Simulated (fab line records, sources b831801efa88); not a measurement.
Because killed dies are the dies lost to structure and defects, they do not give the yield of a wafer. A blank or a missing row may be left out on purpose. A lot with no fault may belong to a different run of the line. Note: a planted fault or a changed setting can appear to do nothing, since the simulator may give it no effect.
Chamber matching | flow sky130 | SKY_VIA3_CMP_02 on cmp-01: 4 sister chambers
The step polishes SiO2. 4 wafers are shown with their chamber, then 12 later ones without.

== WAFERS, EACH WITH ITS CHAMBER ==
wafer  | chamber | motorCurrentA (A)
L085.4 | 0       | 12.7
L087.6 | 3       | 12.1
L088.4 | 2       | 11.2
L088.6 | 1       | 10.9

== WAFERS WITHOUT THEIR CHAMBER ==
wafer  | motorCurrentA (A)
L092.1 | 11.3
L092.4 | 12.3
L092.6 | 11.9
L095.1 | 11.5
L095.2 | 12.4
L095.6 | 11.5
L096.1 | 11.2
L096.4 | 12.2
L096.6 | 12.6
L097.3 | 11.7
L097.5 | 11.2
L097.6 | 12.5

== WHICH CHAMBER EACH ONE RAN IN ==
wafer  | from the rows above          | in truth
L092.1 | can't be placed: 2 or 1      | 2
L092.4 | can't be placed: 3 or 0      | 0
L092.6 | 3                            | 3
L095.1 | can't be placed: 2 or 1 or 3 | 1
L095.2 | can't be placed: 0 or 3      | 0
L095.6 | can't be placed: 2 or 1 or 3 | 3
L096.1 | can't be placed: 2 or 1      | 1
L096.4 | can't be placed: 3 or 0      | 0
L096.6 | can't be placed: 0 or 3      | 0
L097.3 | can't be placed: 3 or 2 or 1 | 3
L097.5 | can't be placed: 2 or 1      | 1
L097.6 | can't be placed: 0 or 3      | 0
Placed correctly: 1 of 12. Not placeable from these rows: 11 (in 11, the candidates include the true chamber). Wrongly placed: 0.
How it was worked out, from the rows above alone: a wafer's distance from a chamber is the root of the sum, over the readings, of the square of ((its reading less the chamber's mean) divided by the reading's scatter). The wafer belongs to the nearest chamber; if the next one is less than 2 further off, it can't be placed. For every chamber, the mean is computed from those of its wafers that are shown. The scatter (one wafer shown for each chamber): square how far every hidden wafer sits from the nearest shown wafer, average those squares and take the square root.
